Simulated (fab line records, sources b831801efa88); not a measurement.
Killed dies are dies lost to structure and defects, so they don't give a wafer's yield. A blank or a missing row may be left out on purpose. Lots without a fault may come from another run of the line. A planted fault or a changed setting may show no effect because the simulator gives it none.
fab line records | flow sky130
record lots=6 wafers=18 last_day=50
route steps=708 shown VIA4@651 METAL5@661 PAD_OPEN@708
lots that met no fault: from a run of the same line without faults
start_h: hours from the record's first day to the start of the lot's first wafer shown | wait_h: hours since the lot's step before | " the same as in the row above | L1.1+2: a row that stands for several wafers | - no value, or no start given | * or withheld: withheld | < > ~ a bound
route shown NAME@n: a module of which the file shows steps, and the number in the route of the first | usual: mean/standard deviation of fault-free wafers | same: alike in all rows | chamber/n: place in a boat | sites: the reading at each site | _std_site: their standard deviation | _edge_site: outer sites' mean less inner sites' | radius_mm: how far each site lies from the wafer's centre | mask NAME#n: copy n | behind: the tool/chamber that last shaped the wafer | hold: why the lot was held/for how many hours/how that ended | device: the transistor (n, p or np) that didn't switch | end of line: the same wafers' tests at the end of the route | a step without rows: its recipe alone | killed: dies lost to structure and defects at the first sort, not the wafer's yield | map: a wafer's dies, x killed, . not, _ none there
set.NAME: the setting as run; set.NAME@STEP: as run at that earlier step | model.NAME: the simulator's own value behind a step, which no gauge read
lots at some steps of the route; a table a step, a row a wafer
services: from which hour (start_h, from the record's first day; less than 0 if before it) a tool's chamber was out of use, for how many hours, and why
## steps
# step SKY_VIA4_ETCH_12
# recipe target=SiO2 chemistry=C4F8/O2/Ar stop_on=TiN mask_material=NOVOLAK source_w=1500 bias_w=1200 pressure_mtorr=40 c4f8_flow_sccm=withheld O2_flow_sccm=6 Ar_flow_sccm=300 time_s=withheld target_depth_a=5800
# step SKY_VIA4_STRIP_13
# recipe chemistry=O2/N2 power_w=1400 pressure_mtorr=1500 platen_temp_c=withheld o2_flow_sccm=3000 n2_flow_sccm=300 overash_fraction=0.5
# usual drypump_motor_current_A=5.8/0.31 oes_product_au=0.709/0.0048 strip_time_to_endpoint_s=12.788/0.029
# columns lot.wafer tool chamber start_h wait_h drypump_motor_current_A oes_product_au rf_hours_counter_h strip_time_to_endpoint_s
L923.1 plasma_asher-03 0 1049.93 - 5.9 0.707 29 12.814
L923.2 " 1 " " 6.1 0.714 29 12.771
L923.3 " 0 " " 5.9 0.715 - 12.802
L924.2 plasma_asher-02 1 1050.23 - 6.3 0.706 90 12.742
L924.3 " 1 " " 6.3 0.708 - 12.776
L924.6 " 0 " " 5.7 0.709 - 12.763
L925.3 plasma_asher-02 1 1068.34 - 6.3 0.713 - 12.758
L925.4 " 0 " " 5.7 0.716 - 12.834
L925.5 " 1 " " 6.3 0.701 - 12.816
L927.1 plasma_asher-03 1 1074.71 - 6.1 0.709 32 12.794
L927.4 " 0 " " 5.9 0.705 - 12.801
L927.5 " 0 " " 5.9 0.705 - 12.771
L937.2 plasma_asher-03 0 1130.63 - 5.9 0.714 38 12.799
L937.3 " 1 " " 6.1 0.711 - 12.766
L937.6 " 0 " " 6.0 0.715 - 12.814
L939.3 plasma_asher-03 1 1140.71 - 6.1 0.713 - 12.827
L939.5 " 0 " " 5.9 0.707 - 12.815
L939.6 " 1 " " 6.1 0.706 - 12.769
# step SKY_VIA4_STRIP_14
# recipe chemistry=post_etch_residue_remover time_s=1200 temp_c=72.5
# step SKY_VIA4_CLEAN_15
# recipe chemistry=IPA time_s=180 temp_c=25
# step SKY_VIA4_CLEAN_16
# recipe chemistry=O3/DIW dry=n2_spin
# step SKY_VIA4_SPUTTER_17
# recipe material=TiN target_thk_nm=20 chamber_pressure_pa=5 power_w=4000 time_s=80
# step SKY_VIA4_CVD_18
# recipe material=W target_thk_nm=505 time_s=152.14 temp_c=400 pressure_torr=40
# step SKY_VIA4_RS_MEAS_19
# recipe thk_meas_gauge=four-point-probe reads=W_of_VIA4_CVD_18+TiN_of_VIA4_SPUTTER_17
# usual VIA4_W_RS=0.2259/0.002
# columns lot.wafer tool chamber start_h wait_h VIA4_W_RS[ohm/sq]
L923.1 film_metro-01 - 1051.01 0.1 0.2256
L923.2 " - " " 0.2242
L923.3 " - " " 0.2257
L924.2 film_metro-03 - 1051.13 0.1 0.2272
L924.3 " - " " 0.2244
L924.6 " - " " 0.2249
L925.3 film_metro-04 - 1069.22 0.1 0.2227
L925.4 " - " " 0.2227
L925.5 " - " " 0.2249
L927.1 film_metro-03 - 1075.64 0.1 0.2255
L927.4 " - " " 0.2249
L927.5 " - " " 0.2255
L937.2 film_metro-04 - 1131.70 0.2 0.2253
L937.3 " - " " 0.2217
L937.6 " - " " 0.2244
L939.3 film_metro-01 - 1142.14 0.1 0.2242
L939.5 " - " " 0.2286
L939.6 " - " " 0.2284
# step SKY_VIA4_THK_MEAS_20
# recipe thk_meas_gauge=xrf reads=W_of_VIA4_CVD_18
# usual VIA4_W_THK=522/6.8
# columns lot.wafer tool chamber start_h wait_h VIA4_W_THK[nm]
L923.1 film_metro-01 - 1051.13 0.1 516
L923.2 " - " " 519
L923.3 " - " " 517
L924.2 film_metro-03 - 1051.24 0.1 530
L924.3 " - " " 537
L924.6 " - " " 536
L925.3 film_metro-04 - 1069.32 0.1 528
L925.4 " - " " 530
L925.5 " - " " 527
L927.1 film_metro-03 - 1075.76 0.1 531
L927.4 " - " " 530
L927.5 " - " " 530
L937.2 film_metro-04 - 1131.81 0.1 520
L937.3 " - " " 525
L937.6 " - " " 520
L939.3 film_metro-01 - 1142.24 0.1 525
L939.5 " - " " 510
L939.6 " - " " 513
# step SKY_VIA4_CMP_21
# recipe stop_on=SiO2 t_overpolish_s=25 down_force_psi=3.5 platen_rpm=60 target_thk_nm=0 pad_velocity_m_s=0.94248
# usual motor_current_A=11.6/1.1 overpolish_run_s=25.001/0.009 time_to_endpoint_s=123/4.1
# columns lot.wafer tool chamber start_h wait_h motor_current_A overpolish_run_s time_to_endpoint_s
L923.2 cmp-02 3 1051.19 0.0 13.0 24.995 117
L923.3 " 0 " " 12.2 25.012 123
L923.1 " 2 " " 10.0 25.008 119
L924.2 cmp-01 0 1051.29 0.0 12.4 24.997 122
L924.3 " 1 " " 14.2 25.005 127
L924.6 " 1 " " 12.8 25.005 126
L925.4 cmp-01 0 1069.36 0.0 11.7 24.998 127
L925.3 " 1 " " 14.1 25.006 125
L925.5 " 1 " " 12.1 24.997 126
L927.4 cmp-02 2 1076.07 0.3 10.5 24.994 124
L927.1 " 3 " " 13.0 25.008 119
L927.5 " 0 " " 11.8 24.992 124
L937.3 cmp-01 1 1131.91 0.1 12.9 25.009 130
L937.2 " 3 " " 11.7 24.983 130
L937.6 " 1 " " 12.9 24.988 130
L939.3 cmp-01 2 1142.38 0.1 10.9 25.008 124
L939.5 " 0 " " 11.9 25.002 118
L939.6 " 1 " " 12.7 25.005 126
# step SKY_METAL5_SPUTTER_00
# recipe material=Ti target_thk_nm=15 power_w=3000 time_s=10 chamber_pressure_pa=0.4
# usual chamber_pressure_pa=0.4000/0.0008 throttle_valve_pct=30.0/1
# columns lot.wafer tool chamber start_h wait_h chamber_pressure_pa throttle_valve_pct
L923.1 pvd_sputter-04 - 1051.49 0.1 0.3997 29.4
L923.2 " - " " 0.4001 29.8
L923.3 " - " " 0.3994 28.3
L924.2 pvd_sputter-03 - 1051.59 0.2 0.4007 29.2
L924.3 " - " " 0.4015 30.9
L924.6 " - " " 0.3995 29.6
L925.3 pvd_sputter-02 - 1069.66 0.2 0.3997 27.8
L925.4 " - " " 0.4006 30.7
L925.5 " - " " 0.3991 29.7
L927.1 pvd_sputter-04 - 1076.32 0.1 0.3993 29.8
L927.4 " - " " 0.4003 29.2
L927.5 " - " " 0.4000 29.6
L937.2 pvd_sputter-02 - 1132.16 0.1 0.3996 32.3
L937.3 " - " " 0.4012 27.7
L937.6 " - " " 0.3991 32.2
L939.3 pvd_sputter-02 - 1142.58 0.1 0.4005 29.9
L939.5 " - " " 0.3995 29.9
L939.6 " - " " 0.3994 30.6
# step SKY_METAL5_SPUTTER_01
# recipe material=TiN target_thk_nm=20 power_w=6500 time_s=16.7 chamber_pressure_pa=0.4
# step SKY_METAL5_SPUTTER_02
# recipe material=AlCu target_thk_nm=1150 power_w=10600 time_s=61.2 chamber_pressure_pa=0.4
# usual chamber_pressure_pa=0.3999/0.00078 throttle_valve_pct=30.0/1.1
# columns lot.wafer tool chamber start_h wait_h chamber_pressure_pa throttle_valve_pct
L923.1 pvd_sputter-04 - 1051.54 0.0 0.4003 29.4
L923.2 " - " " 0.4004 29.9
L923.3 " - " " 0.3997 28.0
L924.2 pvd_sputter-03 - 1051.64 0.0 0.3993 29.2
L924.3 " - " " 0.4011 30.9
L924.6 " - " " 0.3995 29.9
L925.3 pvd_sputter-02 - 1069.71 0.0 0.4009 27.6
L925.4 " - " " 0.4004 30.7
L925.5 " - " " 0.4000 30.0
L927.1 pvd_sputter-04 - 1076.36 0.0 0.3985 29.7
L927.4 " - " " 0.3992 29.4
L927.5 " - " " 0.3985 29.4
L937.2 pvd_sputter-02 - 1132.20 0.0 0.3854 32.7
L937.3 " - " " 0.3871 28.5
L937.6 " - " " 0.3873 32.6
L939.3 pvd_sputter-02 - 1142.63 0.0 0.3865 30.6
L939.5 " - " " 0.3869 30.4
L939.6 " - " " 0.3870 31.0
# step SKY_METAL5_SPUTTER_03
# recipe material=Ti target_thk_nm=5 power_w=3000 time_s=3.3 chamber_pressure_pa=0.4
# usual chamber_pressure_pa=0.4001/0.00088 throttle_valve_pct=30.0/1
# columns lot.wafer tool chamber start_h wait_h chamber_pressure_pa throttle_valve_pct
L923.1 pvd_sputter-04 - 1051.59 0.0 0.3995 29.4
L923.2 " - " " 0.3999 30.1
L923.3 " - " " 0.3988 28.2
L924.2 pvd_sputter-03 - 1051.69 0.0 0.4001 29.2
L924.3 " - " " 0.4000 31.1
L924.6 " - " " 0.3993 29.3
L925.3 pvd_sputter-02 - 1069.76 0.0 0.4000 27.6
L925.4 " - " " 0.4027 30.4
L925.5 " - " " 0.4001 29.9
L927.1 pvd_sputter-04 - 1076.41 0.0 0.3991 29.9
L927.4 " - " " 0.4003 29.2
L927.5 " - " " 0.3990 29.5
L937.2 pvd_sputter-02 - 1132.25 0.0 0.3987 32.1
L937.3 " - " " 0.3999 27.6
L937.6 " - " " 0.3985 32.0
L939.3 pvd_sputter-02 - 1142.68 0.0 0.3983 29.7
L939.5 " - " " 0.3995 29.9
L939.6 " - " " 0.4010 30.7
# step SKY_METAL5_SPUTTER_04
# recipe material=TiN target_thk_nm=70 power_w=6500 time_s=57.49 chamber_pressure_pa=0.4
# step SKY_METAL5_RS_MEAS_05
# recipe thk_meas_gauge=four-point-probe reads=TiN_of_METAL5_SPUTTER_04+Ti_of_METAL5_SPUTTER_03+AlCu_of_METAL5_SPUTTER_02+TiN_of_METAL5_SPUTTER_01+Ti_of_METAL5_SPUTTER_00
# usual METAL5_ALCU_RS=0.02688/0.00024
# columns lot.wafer tool chamber start_h wait_h METAL5_ALCU_RS[ohm/sq]
L923.1 film_metro-02 - 1051.66 0.0 0.02692
L923.2 " - " " 0.02755
L923.3 " - " " 0.02696
L924.2 film_metro-03 - 1051.78 0.0 0.02686
L924.3 " - " " 0.0266
L924.6 " - " " 0.02714
L925.3 film_metro-03 - 1069.87 0.1 0.02722
L925.4 " - " " 0.02745
L925.5 " - " " 0.02696
L927.1 film_metro-02 - 1076.48 0.0 0.02687
L927.4 " - " " 0.02695
L927.5 " - " " 0.02694
L937.2 film_metro-04 - 1132.34 0.0 0.02621
L937.3 " - " " 0.02623
L937.6 " - " " 0.02626
L939.3 film_metro-02 - 1142.79 0.1 0.0262
L939.5 " - " " 0.02622
L939.6 " - " " 0.02644
# step SKY_METAL5_THK_MEAS_06
# recipe thk_meas_gauge=xrf reads=AlCu_of_METAL5_SPUTTER_02
# usual METAL5_ALCU_THK=1177/12
# columns lot.wafer tool chamber start_h wait_h METAL5_ALCU_THK[nm]
L923.1 film_metro-02 - 1051.78 0.1 1169
L923.2 " - " " 1148
L923.3 " - " " 1167
L924.2 film_metro-03 - 1051.89 0.1 1174
L924.3 " - " " 1187
L924.6 " - " " 1163
L925.3 film_metro-03 - 1069.97 0.1 1165
L925.4 " - " " 1151
L925.5 " - " " 1171
L927.1 film_metro-02 - 1076.60 0.1 1176
L927.4 " - " " 1167
L927.5 " - " " 1167
L937.2 film_metro-04 - 1132.45 0.1 1214
L937.3 " - " " 1211
L937.6 " - " " 1206
L939.3 film_metro-02 - 1142.89 0.1 1202
L939.5 " - " " 1191
L939.6 " - " " 1189
# step SKY_METAL5_DEHYDRATE_07
# recipe temp_c=200 time_s=60
# step SKY_METAL5_HMDS_08
# recipe prime_time_s=60 prime_temp_c=120
# step SKY_METAL5_COAT_09
# recipe resist=NOVOLAK spin_rpm=3000 resist_thk_nm=1800
# step SKY_METAL5_SOFTBAKE_10
# recipe temp_c=90 time_s=60 resist=NOVOLAK
# step SKY_METAL5_EXPOSE_11
# recipe mask_id=MM5 na=0.6 source_shape=conventional sigma_outer=0.6 polarization=unpolarized target_cd_nm=1600 dose_mj=190
# step SKY_METAL5_PEB_12
# recipe temp_c=withheld time_s=* resist=NOVOLAK
# step SKY_METAL5_DEVELOP_13
# recipe resist=NOVOLAK developer=TMAH develop_time_s=60 dev_temp_c=23
# step SKY_METAL5_DESCUM_14
# recipe chemistry=O2 source_power_w=150 bias_power_w=0 pressure_mtorr=10 temp_c=40 time_s=11
# step SKY_METAL5_METAL_ETCH_15
# recipe target_depth_a=12600 stop_on=SiO2 over_etch_frac=0.2 time_s=252 chemistry=Cl2/BCl3 resist_sidewall_deg=86 pressure_mtorr=10 icp_w=900 bias_w=48.5 Cl2_flow_sccm=60 bcl3_flow_sccm=30
# usual drypump_motor_current_A=5.97/0.23 oes_product_au=0.894/0.0048 rf_fwd_power_W=897.7/2.9 throttle_valve_pct=22.265/0.0094
# columns lot.wafer tool chamber start_h wait_h drypump_motor_current_A oes_product_au rf_fwd_power_W rf_hours_counter_h throttle_valve_pct model.METAL5.feature_depth_nm model.etch.depth_nm
L923.1 rie_metal-04 0 1073.13 0.0 5.84 0.902 898.5 12 22.243 1266 1266
L923.2 " 1 " " 6.31 0.890 898.7 18 22.257 1260 1260
L923.3 " 0 " " 5.83 0.899 898.1 - 22.265 1265 1265
L924.2 rie_metal-03 0 1073.30 0.0 6.19 0.898 898.5 13 22.271 1267 1267
L924.3 " 0 " " 6.20 0.893 899.0 - 22.281 1263 1263
L924.6 " 1 " " 6.09 0.897 894.7 - 22.269 1255 1255
L925.3 rie_metal-01 0 1091.38 0.1 5.79 0.882 891.5 - 22.254 1251 1251
L925.4 " 1 " " 5.66 0.899 895.9 - 22.261 1261 1261
L925.5 " 1 " " 5.64 0.896 895.2 - 22.265 1261 1261
L927.1 rie_metal-01 1 1097.49 0.0 5.63 0.896 900.6 16 22.257 1267 1267
L927.4 " 0 " " 5.76 0.897 898.7 - 22.270 1264 1264
L927.5 " 0 " " 5.79 0.901 894.6 - 22.259 1264 1264
L937.2 rie_metal-01 0 1149.91 0.0 5.81 0.888 895.8 17 22.249 1255 1255
L937.3 " 1 " " 5.65 0.896 901.8 - 22.258 1255 1255
L937.6 " 1 " " 5.67 0.894 898.7 - 22.246 1254 1254
L939.3 rie_metal-01 0 1159.49 0.1 5.79 0.893 896.1 - 22.285 1260 1260
L939.5 " 0 " " 5.78 0.896 901.1 - 22.263 1258 1258
L939.6 " 1 " " 5.64 0.888 891.3 - 22.264 1250 1250
# step SKY_METAL5_STRIP_16
# recipe chemistry=O2/N2 power_w=1400 pressure_mtorr=1500 platen_temp_c=withheld o2_flow_sccm=3000 n2_flow_sccm=300 overash_fraction=0.5
# usual drypump_motor_current_A=5.8/0.41 oes_product_au=0.710/0.0044 strip_time_to_endpoint_s=13.08/0.13
# columns lot.wafer tool chamber start_h wait_h drypump_motor_current_A oes_product_au rf_hours_counter_h strip_time_to_endpoint_s
L923.1 plasma_asher-02 1 1073.37 0.2 6.2 0.705 92 13.01
L923.2 " 0 " " 5.7 0.715 92 13.26
L923.3 " 0 " " 5.7 0.715 - 12.94
L924.2 plasma_asher-04 1 1073.54 0.2 5.7 0.718 1 13.06
L924.3 " 0 " " 5.3 0.711 - 13.05
L924.6 " 0 " " 5.3 0.710 - 13.20
L925.3 plasma_asher-02 1 1091.57 0.1 6.2 0.710 - 13.22
L925.4 " 0 " " 5.7 0.711 - 13.06
L925.5 " 0 " " 5.7 0.707 - 13.04
L927.1 plasma_asher-04 1 1097.72 0.2 5.7 0.715 3 12.91
L927.4 " 0 " " 5.3 0.708 - 13.06
L927.5 " 1 " " 5.7 0.708 - 13.14
L937.2 plasma_asher-04 1 1150.15 0.2 5.7 0.716 7 13.02
L937.3 " 1 " " 5.7 0.708 - 12.79
L937.6 " 1 " " 5.7 0.711 - 12.81
L939.3 plasma_asher-01 1 1159.68 0.1 5.2 0.718 - 13.13
L939.5 " 1 " " 5.2 0.700 - 13.23
L939.6 " 0 " " 6.3 0.710 - 12.99
# step SKY_PAD_OPEN_PROBE_99
# usual defect_limited_yield=82.9/1.9 killed_at_M0_to_M3=42/6.3 killed_at_M4_up=2.8/1.9 killed_at_contacts=23/5.3 killed_at_front_end=16/4.3 killed_dies=84/9.3 killed_open=46/7.6 killed_short=38/6.3 sort_bin_3_pad_short=0.8/0.41 sort_bin_5_function=10.0/1.4 sort_bin_6_memory=6.2/1.1 sort_n_pass=408/9.3 sort_yield_pct=82.9/1.9
# same gross_dies=492 killed_at_back_side=0 killed_at_other=0 sort_bin_4_leakage[%]=0 sort_bin_8_speed[%]=0
# columns lot.wafer tool chamber start_h wait_h defect_limited_yield[%] killed_at_M0_to_M3 killed_at_M4_up killed_at_contacts killed_at_front_end killed_dies killed_open killed_short sort_bin_3_pad_short[%] sort_bin_5_function[%] sort_bin_6_memory[%] sort_n_pass sort_yield_pct[%]
L923.1 prober-02 - 1117.23 0.1 82.3 48 5 17 17 87 45 42 1.6 10.4 5.7 405 82.3
L923.2 prober-02 - 1117.28 0.1 83.7 43 2 21 14 80 47 33 0.4 9.3 6.5 412 83.7
L923.3 prober-02 - 1117.33 0.2 85.2 42 0 16 15 73 36 37 0.6 8.9 5.3 419 85.2
L924.2 prober-01 - 1118.41 0.1 84.6 39 3 23 11 76 39 37 0.8 8.9 5.7 416 84.6
L924.3 prober-01 - 1118.46 0.2 83.9 47 4 14 14 79 34 45 1.0 8.5 6.5 413 83.9
L924.6 prober-01 - 1118.61 0.2 87.4 37 0 17 8 62 36 26 0.2 7.9 4.5 430 87.4
L925.3 prober-01 - 1135.46 0.2 83.3 34 0 31 17 82 49 33 1.0 8.1 7.5 410 83.3
L925.4 prober-01 - 1135.51 0.2 86.4 35 4 16 12 67 36 31 1.4 6.9 5.3 425 86.4
L925.5 prober-01 - 1135.56 0.2 81.5 49 5 24 13 91 44 47 0.8 13.2 4.5 401 81.5
L927.1 prober-01 - 1140.70 0.1 83.7 39 3 23 15 80 47 33 1.4 11.2 3.7 412 83.7
L927.4 prober-01 - 1140.85 0.2 80.7 52 5 25 13 95 55 40 0.8 12.2 6.3 397 80.7
L927.5 prober-01 - 1140.90 0.2 81.3 44 5 29 14 92 50 42 0.6 12.2 5.9 400 81.3
L937.2 prober-01 - 1188.16 0.1 85.4 47 0 20 5 72 38 34 0.6 8.9 5.1 420 85.4
L937.3 prober-01 - 1188.21 0.2 83.5 46 2 19 14 81 46 35 0.2 10.4 5.9 411 83.5
L937.6 prober-01 - 1188.36 0.2 84.1 39 2 22 15 78 39 38 0.2 9.8 5.9 414 84.1
L939.3 prober-01 - 1196.59 0.2 81.1 51 2 17 23 93 52 41 0.6 10.6 7.7 399 81.1
L939.5 prober-01 - 1196.69 0.2 79.9 36 0 35 28 99 55 44 1.0 10.4 8.7 393 79.9
L939.6 prober-01 - 1196.74 0.2 78.9 55 2 25 22 104 58 46 1.8 12.2 7.1 388 78.9
# killed by level:class
L923.1 VIA3:geometric_particle:open=10 CONTACT:geometric_particle:open=8 VIA1:geometric_particle:open=8 METAL1:geometric_particle:short=8 VIA2:geometric_particle:open=6 METAL2:geometric_particle:short=5 METAL4:geometric_particle:short=5 FIELD_ISO:geometric_particle:short=4
L923.2 VIA1:geometric_particle:open=11 LI_CONTACT:geometric_particle:open=8 CONTACT:geometric_particle:open=7 METAL1:geometric_particle:short=5 FIELD_ISO:geometric_particle:open=4 VIA1:geometric_particle:short=4 METAL2:geometric_particle:short=4 VIA2:geometric_particle:short=4
L923.3 VIA1:geometric_particle:open=11 METAL1:geometric_particle:short=7 METAL2:geometric_particle:short=5 VIA2:geometric_particle:open=5 POLY_GATE:geometric_particle:open=4 LI_CONTACT:geometric_particle:short=4 LI_CONTACT:geometric_particle:open=4 LOCAL_INTERCONNECT:geometric_particle:short=4
L924.2 VIA1:geometric_particle:open=10 CONTACT:geometric_particle:open=8 METAL1:geometric_particle:short=7 VIA2:geometric_particle:open=6 POLY_GATE:geometric_particle:short=5 LOCAL_INTERCONNECT:geometric_particle:short=5 VIA3:geometric_particle:open=5 CONTACT:geometric_particle:short=4
L924.3 METAL2:geometric_particle:short=11 VIA1:geometric_particle:open=10 METAL1:geometric_particle:short=7 VIA2:geometric_particle:open=7 CONTACT:geometric_particle:open=5 FIELD_ISO:geometric_particle:short=4 LOCAL_INTERCONNECT:geometric_particle:short=4 VIA1:geometric_particle:short=4
L924.6 VIA1:geometric_particle:open=8 CONTACT:geometric_particle:open=6 METAL1:geometric_particle:short=5 LI_CONTACT:geometric_particle:open=4 LOCAL_INTERCONNECT:geometric_particle:short=4 VIA1:geometric_particle:short=4 VIA2:geometric_particle:open=4 POLY_GATE:geometric_particle:open=3
L925.3 CONTACT:geometric_particle:open=13 LI_CONTACT:geometric_particle:open=11 CONTACT:geometric_particle:short=6 VIA3:geometric_particle:open=6 METAL2:geometric_particle:short=6 FIELD_ISO:geometric_particle:short=5 POLY_GATE:geometric_particle:open=5 VIA1:geometric_particle:open=5
L925.4 LI_CONTACT:geometric_particle:open=8 FIELD_ISO:geometric_particle:short=6 VIA3:geometric_particle:open=6 VIA1:geometric_particle:open=6 METAL2:geometric_particle:short=5 METAL1:geometric_particle:short=4 CONTACT:geometric_particle:open=3 LI_CONTACT:geometric_particle:short=3
L925.5 VIA1:geometric_particle:open=12 CONTACT:geometric_particle:open=8 METAL1:geometric_particle:short=7 METAL2:geometric_particle:short=6 VIA2:geometric_particle:open=6 LI_CONTACT:geometric_particle:open=5 CONTACT:geometric_particle:short=5 VIA1:geometric_particle:short=5
L927.1 CONTACT:geometric_particle:open=13 VIA1:geometric_particle:open=8 VIA1:geometric_particle:short=8 FIELD_ISO:geometric_particle:open=7 METAL2:geometric_particle:short=4 LI_CONTACT:geometric_particle:open=4 VIA2:geometric_particle:open=4 POLY_GATE:geometric_particle:open=3
L927.4 VIA1:geometric_particle:open=10 VIA3:geometric_particle:open=10 VIA2:geometric_particle:open=9 LI_CONTACT:geometric_particle:open=7 CONTACT:geometric_particle:open=7 CONTACT:geometric_particle:short=6 LOCAL_INTERCONNECT:geometric_particle:short=5 METAL1:geometric_particle:short=5
L927.5 CONTACT:geometric_particle:open=15 VIA1:geometric_particle:short=8 LOCAL_INTERCONNECT:geometric_particle:short=7 VIA1:geometric_particle:open=7 VIA2:geometric_particle:open=6 FIELD_ISO:geometric_particle:open=4 POLY_GATE:geometric_particle:short=4 LI_CONTACT:geometric_particle:open=4
L937.2 VIA1:geometric_particle:open=16 METAL2:geometric_particle:short=7 CONTACT:geometric_particle:open=7 VIA1:geometric_particle:short=7 LI_CONTACT:geometric_particle:open=4 METAL3:geometric_particle:short=4 VIA3:geometric_particle:short=3 CONTACT:geometric_particle:short=3
L937.3 LI_CONTACT:geometric_particle:open=10 VIA3:geometric_particle:open=8 METAL2:geometric_particle:short=8 VIA1:geometric_particle:open=7 VIA2:geometric_particle:open=7 METAL1:geometric_particle:short=6 FIELD_ISO:geometric_particle:short=5 POLY_GATE:geometric_particle:open=5
L937.6 VIA1:geometric_particle:open=12 LI_CONTACT:geometric_particle:open=6 VIA3:geometric_particle:short=6 FIELD_ISO:geometric_particle:open=5 CONTACT:geometric_particle:open=5 POLY_GATE:geometric_particle:short=5 CONTACT:geometric_particle:short=5 VIA2:geometric_particle:open=5
L939.3 VIA1:geometric_particle:open=15 CONTACT:geometric_particle:open=9 VIA2:geometric_particle:open=8 FIELD_ISO:geometric_particle:short=6 FIELD_ISO:geometric_particle:open=6 METAL1:geometric_particle:short=6 VIA1:geometric_particle:short=6 VIA3:geometric_particle:open=6
L939.5 CONTACT:geometric_particle:open=23 FIELD_ISO:geometric_particle:short=12 VIA1:geometric_particle:open=7 METAL1:geometric_particle:short=6 VIA1:geometric_particle:short=6 POLY_GATE:geometric_particle:open=5 LI_CONTACT:geometric_particle:open=5 POLY_GATE:geometric_particle:short=4
L939.6 VIA1:geometric_particle:open=14 POLY_GATE:geometric_particle:open=8 CONTACT:geometric_particle:open=8 VIA1:geometric_particle:short=8 LI_CONTACT:geometric_particle:open=7 CONTACT:geometric_particle:short=7 VIA2:geometric_particle:open=7 METAL1:geometric_particle:short=5
## services
# columns tool chamber start_h hours kind
cmp-02 - 1037.19 7.7 pm
rie_metal-04 0 1045.44 15.5 repair
pvd_sputter-02 - 1048.61 1.5 repair
plasma_asher-04 - 1049.25 4.8 repair
plasma_asher-04 - 1055.25 9.0 pm
plasma_asher-04 0 1055.25 9.0 vent_cycle
plasma_asher-04 1 1055.25 9.0 vent_cycle
plasma_asher-02 - 1072.06 0.5 repair
pvd_sputter-02 - 1075.05 1.3 repair
cmp-02 - 1086.31 4.0 pm
pvd_sputter-04 3 1090.91 - consumable_replace:kit
pvd_sputter-04 3 1090.91 18.0 scheduled_down
pvd_sputter-04 3 1090.91 18.0 vent_cycle
rie_metal-04 0 1092.20 24.9 repair
cmp-01 - 1096.47 5.9 pm
cmp-01 - 1105.47 2.6 repair
plasma_asher-01 - 1112.49 2.8 pm
plasma_asher-01 - 1119.76 14.6 pm
plasma_asher-04 - 1120.76 15.6 pm
plasma_asher-02 - 1124.73 1.1 repair
plasma_asher-04 - 1143.23 0.8 repair
cmp-02 - 1145.99 0.9 repair
pvd_sputter-04 - 1151.02 7.2 repair
plasma_asher-02 - 1159.59 24.9 repair
## key
first_sign step=SKY_METAL5_SPUTTER_02 reading=chamber_pressure_pa direction=down sigmas=17 usual=0.3999 struck=0.3867
effect none on later readings
model_effect step=SKY_METAL5_METAL_ETCH_15 value=METAL5.feature_depth_nm without=1261 struck=1255
met_at SKY_METAL5_SPUTTER_02
struck_wafers L937.2,L937.3,L937.6,L939.3,L939.5,L939.6
onset_between 1069.71 1132.20
fault kind=process_parameter_drift tool=pvd_sputter-02 chamber=- onset_h=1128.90 steps=SKY_METAL5_SPUTTER_02 channel=chamber_pressure_pa offset=-0.01305 shape=step end_h=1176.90 acts_in=these_recipes_only stated=0.4
